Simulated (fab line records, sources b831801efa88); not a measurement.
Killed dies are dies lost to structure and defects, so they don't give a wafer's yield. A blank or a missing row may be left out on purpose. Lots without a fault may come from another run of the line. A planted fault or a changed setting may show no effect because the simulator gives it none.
fab line records | flow sky130
record lots=10 wafers=30 last_day=50
route steps=708 shown CONTACT@421 METAL1@436 PAD_OPEN@708
lots that met no fault: from a run of the same line without faults
start_h: hours from the record's first day to the start of the lot's first wafer shown | wait_h: hours since the lot's step before | " the same as in the row above | L1.1+2: a row that stands for several wafers | - no value, or no start given | * or withheld: withheld | < > ~ a bound
route shown NAME@n: a module of which the file shows steps, and the number in the route of the first | usual: mean/standard deviation of fault-free wafers | same: alike in all rows | chamber/n: place in a boat | sites: the reading at each site | _std_site: their standard deviation | _edge_site: outer sites' mean less inner sites' | radius_mm: how far each site lies from the wafer's centre | mask NAME#n: copy n | behind: the tool/chamber that last shaped the wafer | hold: why the lot was held/for how many hours/how that ended | device: the transistor (n, p or np) that didn't switch | end of line: the same wafers' tests at the end of the route | a step without rows: its recipe alone | killed: dies lost to structure and defects at the first sort, not the wafer's yield | map: a wafer's dies, x killed, . not, _ none there
set.NAME: the setting as run; set.NAME@STEP: as run at that earlier step | model.NAME: the simulator's own value behind a step, which no gauge read
steps of the route over a sample of lots; a table a step, a row a wafer
services: from which hour (start_h, from the record's first day; less than 0 if before it) a tool's chamber was out of use, for how many hours, and why
## steps
# step SKY_CONTACT_OVL_MEAS_15
# usual CONTACT_OVL=-2/6
# columns lot.wafer tool chamber start_h wait_h CONTACT_OVL[nm]
L606.4 overlay-01 - 731.60 0.1 2
L606.5 " - " " 2
L606.6 " - " " 5
L609.2 overlay-01 - 758.09 0.1 -12
L609.4 " - " " -3
L609.5 " - " " -4
L611.2 overlay-02 - 767.96 0.1 8
L611.3 " - " " 0
L611.4 " - " " 6
L619.2 overlay-01 - 836.94 0.1 -1
L619.3 " - " " 1
L619.4 " - " " 3
L620.1 overlay-01 - 839.43 0.1 -3
L620.4 " - " " 1
L620.5 " - " " -6
L625.1 overlay-02 - 893.53 0.1 0
L625.2 " - " " 11
L625.5 " - " " 4
L626.3 overlay-02 - 895.75 0.1 -9
L626.4 " - " " 0
L626.5 " - " " -4
L627.1 overlay-02 - 899.86 0.1 2
L627.2 " - " " -1
L627.4 " - " " 0
L628.4 overlay-02 - 903.80 0.1 -11
L628.5 " - " " -9
L628.6 " - " " -9
L629.2 overlay-01 - 907.29 0.1 3
L629.3 " - " " -9
L629.5 " - " " -1
# step SKY_CONTACT_ETCH_16
# recipe chemistry=N2/H2 target=BARC ion_energy_ev=200 source_w=500 bias_w=100 pressure_mtorr=30 n2_flow_sccm=100 h2_flow_sccm=200 stop_on=SiO2 time_s=45.9 target_depth_a=600
# usual drypump_motor_current_A=5.8/0.31 h2_flow_sccm=200.1/0.58 n2_flow_sccm=100.0/0.3 oes_product_au=0.855/0.0045 throttle_valve_pct=13.225/0.0096
# columns lot.wafer tool chamber start_h wait_h drypump_motor_current_A h2_flow_sccm n2_flow_sccm oes_product_au rf_hours_counter_h throttle_valve_pct
L606.4 rie_diel-02 0 731.64 0.0 6.0 199.6 100.0 0.849 - 13.234
L606.5 " 1 " " 5.6 200.2 99.6 0.853 - 13.227
L606.6 " 3 " " 5.8 199.8 100.2 0.863 - 13.227
L609.2 rie_diel-01 2 758.12 0.0 6.2 199.6 99.5 0.849 16 13.228
L609.4 " 1 " " 6.1 200.1 99.4 0.849 13 13.230
L609.5 " 1 " " 6.1 199.7 100.4 0.854 - 13.229
L611.2 rie_diel-01 0 767.99 0.0 5.3 199.7 100.3 0.854 6 13.236
L611.3 " 1 " " 6.1 199.2 99.8 0.854 13 13.220
L611.4 " 3 " " 5.4 200.3 99.7 0.863 1 13.229
L619.2 rie_diel-04 3 836.97 0.0 6.1 200.7 100.2 0.854 17 13.210
L619.3 " 2 " " 5.7 200.6 99.6 0.856 16 13.232
L619.4 " 1 " " 5.8 200.1 99.8 0.855 7 13.218
L620.1 rie_diel-02 0 839.47 0.0 6.0 199.5 100.4 0.848 1 13.242
L620.4 " 1 " " 5.6 201.8 99.9 0.855 15 13.227
L620.5 " 1 " " 5.7 200.7 99.9 0.854 - 13.219
L625.1 rie_diel-01 0 893.57 0.0 5.3 200.1 99.9 0.850 11 13.234
L625.2 " 1 " " 6.1 199.7 99.9 0.852 18 13.218
L625.5 " 1 " " 6.1 199.8 100.0 0.857 - 13.243
L626.3 rie_diel-01 2 895.77 0.0 6.2 200.3 100.3 0.851 20 13.242
L626.4 " 3 " " 5.4 199.9 99.6 0.845 5 13.228
L626.5 " 0 " " 5.4 199.0 99.7 0.849 - 13.226
L627.1 rie_diel-02 3 899.89 0.0 5.7 201.1 100.5 0.848 20 13.223
L627.2 " 1 " " 5.7 200.6 100.3 0.860 17 13.230
L627.4 " 0 " " 6.0 200.3 99.9 0.848 3 13.231
L628.4 rie_diel-02 3 903.82 0.0 5.7 200.5 100.2 0.862 21 13.236
L628.5 " 2 " " 5.2 199.3 100.0 0.852 - 13.215
L628.6 " 1 " " 5.7 200.2 100.5 0.853 - 13.226
L629.2 rie_diel-01 3 907.32 0.0 5.4 199.4 100.3 0.854 5 13.232
L629.3 " 2 " " 6.2 201.2 99.9 0.851 21 13.222
L629.5 " 3 " " 5.4 199.4 99.9 0.856 - 13.223
# step SKY_CONTACT_THK_MEAS_26
# recipe thk_meas_gauge=xrf reads=W_of_CONTACT_CVD_24
# usual CONTACT_W_THK=339/5.1
# columns lot.wafer tool chamber start_h wait_h CONTACT_W_THK[nm]
L606.4 film_metro-04 - 732.67 0.1 341
L606.5 " - " " 346
L606.6 " - " " 346
L609.2 film_metro-03 - 759.15 0.1 331
L609.4 " - " " 336
L609.5 " - " " 339
L611.2 film_metro-04 - 769.02 0.1 335
L611.3 " - " " 338
L611.4 " - " " 338
L619.2 film_metro-04 - 838.11 0.1 341
L619.3 " - " " 347
L619.4 " - " " 341
L620.1 film_metro-03 - 840.48 0.1 336
L620.4 " - " " 334
L620.5 " - " " 332
L625.1 film_metro-04 - 894.71 0.1 336
L625.2 " - " " 337
L625.5 " - " " 335
L626.3 film_metro-03 - 896.84 0.1 335
L626.4 " - " " 339
L626.5 " - " " 339
L627.1 film_metro-03 - 900.91 0.1 339
L627.2 " - " " 334
L627.4 " - " " 338
L628.4 film_metro-04 - 904.87 0.1 343
L628.5 " - " " 342
L628.6 " - " " 344
L629.2 film_metro-03 - 908.46 0.1 335
L629.3 " - " " 332
L629.5 " - " " 336
# step SKY_METAL1_SPUTTER_02
# recipe material=AlCu target_thk_nm=250 power_w=10600 time_s=13.3 chamber_pressure_pa=0.4
# usual cathode_dc_power_W=10600/1.9 throttle_valve_pct=29.5/0.83
# columns lot.wafer tool chamber start_h wait_h cathode_dc_power_W throttle_valve_pct
L606.4 pvd_sputter-02 - 733.05 0.0 10605 29.4
L606.5 " - " " 10601 28.1
L606.6 " - " " 10600 29.7
L609.2 pvd_sputter-02 - 759.55 0.0 10604 28.1
L609.4 " - " " 10600 30.3
L609.5 " - " " 10600 29.0
L611.2 pvd_sputter-02 - 769.41 0.0 10603 29.1
L611.3 " - " " 10602 29.2
L611.4 " - " " 9311.0 30.2
L619.2 pvd_sputter-01 - 838.51 0.0 10599 30.7
L619.3 " - " " 10598 28.9
L619.4 " - " " 10597 28.7
L620.1 pvd_sputter-01 - 840.89 0.0 10599 30.6
L620.4 " - " " 10597 30.7
L620.5 " - " " 10602 28.9
L625.1 pvd_sputter-01 - 895.11 0.0 10599 28.7
L625.2 " - " " 10599 30.8
L625.5 " - " " 10601 30.3
L626.3 pvd_sputter-02 - 897.55 0.0 10599 28.2
L626.4 " - " " 10598 30.0
L626.5 " - " " 10601 28.1
L627.1 pvd_sputter-04 - 901.31 0.0 10598 29.8
L627.2 " - " " 10598 30.9
L627.4 " - " " 10601 30.0
L628.4 pvd_sputter-01 - 905.24 0.0 10602 28.7
L628.5 " - " " 10598 30.5
L628.6 " - " " 10600 28.8
L629.2 pvd_sputter-02 - 908.86 0.0 10598 30.3
L629.3 " - " " 10600 29.6
L629.5 " - " " 10595 30.4
# step SKY_METAL1_RS_MEAS_05
# recipe thk_meas_gauge=four-point-probe reads=TiN_of_METAL1_SPUTTER_04+Ti_of_METAL1_SPUTTER_03+AlCu_of_METAL1_SPUTTER_02+TiN_of_METAL1_SPUTTER_01+Ti_of_METAL1_SPUTTER_00
# usual METAL1_ALCU_RS=0.1269/0.0014
# columns lot.wafer tool chamber start_h wait_h METAL1_ALCU_RS[ohm/sq]
L606.4 film_metro-03 - 733.20 0.1 0.1270
L606.5 " - " " 0.1292
L606.6 " - " " 0.1258
L609.2 film_metro-02 - 759.66 0.0 0.1285
L609.4 " - " " 0.1268
L609.5 " - " " 0.1259
L611.2 film_metro-03 - 769.53 0.0 0.1238
L611.3 " - " " 0.1240
L611.4 " - " " 0.1423
L619.2 film_metro-04 - 838.65 0.1 0.1257
L619.3 " - " " 0.1266
L619.4 " - " " 0.1278
L620.1 film_metro-03 - 840.98 0.0 0.1267
L620.4 " - " " 0.1273
L620.5 " - " " 0.1294
L625.1 film_metro-04 - 895.21 0.0 0.1294
L625.2 " - " " 0.1269
L625.5 " - " " 0.1280
L626.3 film_metro-04 - 897.69 0.1 0.1261
L626.4 " - " " 0.1261
L626.5 " - " " 0.1273
L627.1 film_metro-04 - 901.41 0.0 0.1271
L627.2 " - " " 0.1263
L627.4 " - " " 0.1274
L628.4 film_metro-04 - 905.39 0.1 0.1266
L628.5 " - " " 0.1244
L628.6 " - " " 0.1261
L629.2 film_metro-02 - 908.97 0.0 0.1271
L629.3 " - " " 0.1261
L629.5 " - " " 0.1270
# step SKY_METAL1_THK_MEAS_06
# recipe thk_meas_gauge=xrf reads=AlCu_of_METAL1_SPUTTER_02
# usual METAL1_ALCU_THK=253/3.1
# columns lot.wafer tool chamber start_h wait_h METAL1_ALCU_THK[nm]
L606.4 film_metro-03 - 733.29 0.1 255
L606.5 " - " " 251
L606.6 " - " " 256
L609.2 film_metro-02 - 759.77 0.1 251
L609.4 " - " " 255
L609.5 " - " " 257
L611.2 film_metro-03 - 769.64 0.1 260
L611.3 " - " " 261
L611.4 " - " " 225
L619.2 film_metro-04 - 838.76 0.1 256
L619.3 " - " " 253
L619.4 " - " " 250
L620.1 film_metro-03 - 841.10 0.1 252
L620.4 " - " " 250
L620.5 " - " " 250
L625.1 film_metro-04 - 895.33 0.1 247
L625.2 " - " " 252
L625.5 " - " " 249
L626.3 film_metro-04 - 897.79 0.1 255
L626.4 " - " " 253
L626.5 " - " " 251
L627.1 film_metro-04 - 901.53 0.1 250
L627.2 " - " " 252
L627.4 " - " " 251
L628.4 film_metro-04 - 905.48 0.1 251
L628.5 " - " " 257
L628.6 " - " " 254
L629.2 film_metro-02 - 909.08 0.1 252
L629.3 " - " " 256
L629.5 " - " " 253
# step SKY_PAD_OPEN_PROBE_99
# usual defect_limited_yield=82.5/2 killed_at_M0_to_M3=42/6.6 killed_at_M4_up=3.1/1.9 killed_at_contacts=25/5.7 killed_at_front_end=16/5 killed_at_other=0.2/0.38 killed_dies=86/9.6 killed_open=47/7.2 killed_short=39/6.2 sort_bin_3_pad_short=0.9/0.44 sort_bin_5_function=10.3/1.5 sort_bin_6_memory=6.2/1.1 sort_n_pass=406/9.6 sort_yield_pct=82.5/2
# same gross_dies=492 killed_at_back_side=0 sort_bin_4_leakage[%]=0 sort_bin_8_speed[%]=0
# columns lot.wafer tool chamber start_h wait_h defect_limited_yield[%] killed_at_M0_to_M3 killed_at_M4_up killed_at_contacts killed_at_front_end killed_at_other killed_dies killed_open killed_short sort_bin_3_pad_short[%] sort_bin_5_function[%] sort_bin_6_memory[%] sort_n_pass sort_yield_pct[%]
L625.1 prober-02 - 1189.76 0.1 79.5 53 3 30 14 1 101 59 42 0.6 12.8 7.1 391 79.5
L625.2 prober-02 - 1189.81 0.1 83.3 48 1 22 11 0 82 49 33 1.4 10.0 5.3 410 83.3
L625.5 prober-02 - 1189.96 0.2 83.3 47 1 27 7 0 82 46 36 1.4 11.0 4.3 410 83.3
# killed by level:class
L625.1 CONTACT:geometric_particle:open=15 VIA1:geometric_particle:open=14 VIA2:geometric_particle:open=8 METAL2:geometric_particle:short=7 VIA3:geometric_particle:open=6 FIELD_ISO:geometric_particle:open=5 LI_CONTACT:geometric_particle:open=5 VIA1:geometric_particle:short=5
L625.2 VIA1:geometric_particle:open=15 CONTACT:geometric_particle:open=8 VIA2:geometric_particle:open=7 CONTACT:geometric_particle:short=6 LOCAL_INTERCONNECT:geometric_particle:short=5 METAL1:geometric_particle:short=5 VIA1:geometric_particle:short=5 VIA3:geometric_particle:open=4
L625.5 LI_CONTACT:geometric_particle:open=10 CONTACT:geometric_particle:open=10 VIA3:geometric_particle:open=8 METAL2:geometric_particle:short=7 METAL1:geometric_particle:short=6 VIA1:geometric_particle:open=6 VIA2:geometric_particle:open=6 VIA3:geometric_particle:short=6
## services
# columns tool chamber start_h hours kind
rie_diel-01 2 711.68 1.6 repair
rie_diel-01 - 714.83 0.4 repair
rie_diel-02 2 720.11 - clean
rie_diel-02 2 720.11 17.8 scheduled_down
rie_diel-01 3 731.29 - clean
rie_diel-01 3 731.29 17.5 scheduled_down
rie_diel-01 3 731.29 17.5 vent_cycle
rie_diel-01 - 752.74 2.8 pm
rie_diel-04 1 760.56 15.0 repair
pvd_sputter-02 - 770.07 2.0 repair
rie_diel-02 2 770.18 4.2 repair
rie_diel-04 1 777.29 9.5 repair
pvd_sputter-04 - 780.42 2.2 repair
rie_diel-01 - 781.69 6.2 repair
pvd_sputter-01 - 791.37 15.1 repair
pvd_sputter-01 - 795.19 0.5 repair
rie_diel-01 3 800.19 2.0 repair
rie_diel-02 - 805.90 0.4 repair
rie_diel-04 0 806.22 2.4 repair
pvd_sputter-04 - 814.06 4.8 repair
rie_diel-02 1 820.59 2.9 repair
rie_diel-04 3 877.54 2.0 repair
pvd_sputter-04 - 888.09 2.7 repair
pvd_sputter-02 - 898.85 0.9 repair
## key
first_sign step=SKY_METAL1_SPUTTER_02 reading=cathode_dc_power_W direction=down sigmas=99+ usual=10600 struck=9311.0
effect step=SKY_METAL1_RS_MEAS_05 reading=METAL1_ALCU_RS direction=up sigmas=11 usual=0.1269 struck=0.1423
effect step=SKY_METAL1_THK_MEAS_06 reading=METAL1_ALCU_THK direction=down sigmas=8.8 usual=253 struck=225
met_at SKY_METAL1_SPUTTER_02
struck_lots L611
struck_wafers L611.4
not_acting_at SKY_CONTACT_OVL_MEAS_15,SKY_CONTACT_ETCH_16,SKY_CONTACT_THK_MEAS_26
onset_between 759.55 769.41
fault kind=process_parameter_drift tool=pvd_sputter-02 chamber=- onset_h=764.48 steps=SKY_METAL1_SPUTTER_02 channel=power_w offset=* shape=step end_h=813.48 acts_in=* stated=* scope=struck_wafers_only
